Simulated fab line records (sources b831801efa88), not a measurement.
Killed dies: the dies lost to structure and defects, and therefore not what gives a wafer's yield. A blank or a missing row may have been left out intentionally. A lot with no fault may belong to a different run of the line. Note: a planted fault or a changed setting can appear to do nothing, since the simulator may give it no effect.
The tool behind it: which one? -- flow sky130 -- Sampling: 13 lots, 39 wafers, 5 of 708 route steps

## WHAT EACH GAUGE READ, for each wafer
SKY_VIA1_CD_MEAS_12: the cd target is 150 nm.
lot,measured,on,cd_nm (nm)
L648,day 34 00:19,cd_sem-02,150.4 150.0 149.3
L649,day 34 05:35,cd_sem-02,150.0 150.2 150.5
L650,day 34 22:01,cd_sem-02,150.8 149.6 149.4
L652,day 35 15:28,cd_sem-02,148.8 147.9 148.8
L653,day 36 10:37,cd_sem-01,147.5 147.9 149.3
L654,day 36 11:37,cd_sem-02,150.3 149.7 151.1
L655,day 36 11:45,cd_sem-01,151.6 148.2 147.3
L656,day 36 18:07,cd_sem-02,150.6 149.7 151.4
L657,day 37 10:10,cd_sem-01,148.4 151.4 148.7
L659,day 37 19:55,cd_sem-01,147.2 146.8 148.2
L660,day 38 17:11,cd_sem-02,147.8 148.1 147.8
L666,day 39 22:39,cd_sem-02,149.7 149.3 149.0
L669,day 40 19:05,cd_sem-02,150.2 146.9 148.1

SKY_VIA1_THK_MEAS_23: measures by xrf.
lot,measured,on,VIA1_W_THK (nm)
L648,day 34 01:32,film_metro-01,274 271 271
L649,day 34 06:41,film_metro-03,271 273 269
L650,day 34 23:08,film_metro-03,276 271 271
L652,day 35 16:37,film_metro-01,272 266 270
L653,day 36 11:52,film_metro-03,280 276 271
L654,day 36 12:43,film_metro-01,277 272 272
L655,day 36 12:50,film_metro-02,274 275 270
L656,day 36 19:20,film_metro-03,280 276 275
L657,day 37 11:16,film_metro-01,264 268 262
L659,day 37 21:02,film_metro-03,271 273 271
L660,day 38 18:22,film_metro-01,274 271 280
L666,day 39 23:48,film_metro-01,269 272 270
L669,day 40 20:11,film_metro-02,270 275 270

## WHAT TOOL EACH LOT RAN ON (gives the tool, then ch and the chambers of the sampled wafers, and finally the start)
lot,SKY_METAL1_SPUTTER_04,SKY_VIA1_CMP_02,SKY_VIA1_ETCH_15
L648,"pvd_sputter-02, day 31 18:07","cmp-01 ch 0,2,3, day 32 21:20","rie_diel-01 ch 0,2,3, day 34 00:31"
L649,"pvd_sputter-03, day 31 22:55","cmp-01 ch 1,2,3, day 33 02:44","rie_diel-01 ch 1,2,3, day 34 05:46"
L650,"pvd_sputter-03, day 32 15:00","cmp-01 ch 0,2, day 33 18:48","rie_diel-03 ch 2,3, day 34 22:13"
L652,"pvd_sputter-01, day 33 08:53","cmp-01 ch 0,1,3, day 34 12:59","rie_diel-01 ch 1,2,3, day 35 15:40"
L653,"pvd_sputter-03, day 34 02:59","cmp-02 ch 1,2,3, day 35 07:20","rie_diel-01 ch 0,1,2, day 36 10:49"
L654,"pvd_sputter-01, day 34 05:35","cmp-01 ch 0,1, day 35 09:38","rie_diel-03 ch 0,1,2, day 36 11:46"
L655,"pvd_sputter-02, day 34 06:14","cmp-02 ch 0,1,3, day 35 10:02","rie_diel-02 ch 0,2,3, day 36 11:55"
L656,"pvd_sputter-02, day 34 15:59","cmp-01 ch 0,1,2, day 35 19:47","rie_diel-03 ch 0,1,3, day 36 18:19"
L657,"pvd_sputter-03, day 34 21:37","cmp-01 ch 1,2, day 36 08:37","rie_diel-03 ch 0,1,2, day 37 10:22"
L659,"pvd_sputter-03, day 35 18:58","cmp-01 ch 1,2,3, day 36 18:28","rie_diel-01 ch 2,3, day 37 20:07"
L660,"pvd_sputter-01, day 36 12:05","cmp-01 ch 0,1,2, day 37 15:11","rie_diel-01 ch 0,2,3, day 38 17:22"
L666,"pvd_sputter-01, day 37 18:44","cmp-02 ch 0,1, day 38 21:49","rie_diel-03 ch 0,2, day 39 22:51"
L669,"pvd_sputter-01, day 38 17:00","cmp-02 ch 0,1,3, day 39 18:31","rie_diel-03 ch 0,1,2, day 40 19:16"
- SKY_METAL1_SPUTTER_04: material TiN, target thk 70 nm, time 56.19 s.
- SKY_VIA1_CMP_02: polishes SiO2.
- SKY_VIA1_ETCH_15: etches SiO2 in C4F8/O2/Ar, stops on TiN, target depth 351 nm, time 54 s.

## WHAT THE TOOLS THEMSELVES READ (means of the sampled wafers that have a number; where no wafer has one, the mark that the record gives instead)
SKY_METAL1_SPUTTER_04.
lot,tool,throttle_valve_pct (%)
L648,pvd_sputter-02,28.4
L649,pvd_sputter-03,29.5
L650,pvd_sputter-03,29.5
L652,pvd_sputter-01,30.7
L653,pvd_sputter-03,29.3
L654,pvd_sputter-01,29.9
L655,pvd_sputter-02,29.9
L656,pvd_sputter-02,29.8
L657,pvd_sputter-03,30.0
L659,pvd_sputter-03,28.9
L660,pvd_sputter-01,31.2
L666,pvd_sputter-01,30.5
L669,pvd_sputter-01,30.3

SKY_VIA1_CMP_02.
lot,tool,motor_current_A (A)
L648,cmp-01,11.9
L649,cmp-01,12.5
L650,cmp-01,10.8
L652,cmp-01,11.6
L653,cmp-02,12.4
L654,cmp-01,11.0
L655,cmp-02,13.1
L656,cmp-01,11.4
L657,cmp-01,11.6
L659,cmp-01,12.2
L660,cmp-01,11.2
L666,cmp-02,12.8
L669,cmp-02,13.0

SKY_VIA1_ETCH_15.
lot,tool,oes_product_au (a.u.)
L648,rie_diel-01,0.974
L649,rie_diel-01,0.979
L650,rie_diel-03,0.974
L652,rie_diel-01,0.976
L653,rie_diel-01,0.971
L654,rie_diel-03,0.970
L655,rie_diel-02,0.977
L656,rie_diel-03,0.975
L657,rie_diel-03,0.974
L659,rie_diel-01,0.974
L660,rie_diel-01,0.994
L666,rie_diel-03,0.975
L669,rie_diel-03,0.976

## THE ANSWER, worked out from the rows above alone
Rule: usual is defined by the lots themselves. Put in order of their means at a reading, lots are off if they are a third of the lots or fewer, leave a main group of 4 or more, and stand apart from it by a gap of 3 or more times the standard deviation of the main group's means; of several such gaps the widest counts. If all means in a main group match to the digits the tables above print for the reading, that group is not used. A lot without any number at a reading at which 4 lots or more have one is off too. Any other lot the step has rows for is counted as sound. The gauges are gone through in route order, then the tools' own readings, and for those a lot's mean is taken as printed above. The first step at which some lot is off is used, and at that step the reading that is off furthest; a lot without a number counts as furthest.
Off: L660, at SKY_VIA1_ETCH_15 (oes_product_au). Main group: mean 0.975 a.u., sd 0.0023.
A tool fits if, at that step or a process step before it, it ran every lot that is off, and no sound lot after the first of them. Undecided on this evidence; 2 tools fit (cmp-01 at SKY_VIA1_CMP_02, rie_diel-01 at SKY_VIA1_ETCH_15).

## WHAT HAD BEEN PUT IN BY THE SIMULATOR
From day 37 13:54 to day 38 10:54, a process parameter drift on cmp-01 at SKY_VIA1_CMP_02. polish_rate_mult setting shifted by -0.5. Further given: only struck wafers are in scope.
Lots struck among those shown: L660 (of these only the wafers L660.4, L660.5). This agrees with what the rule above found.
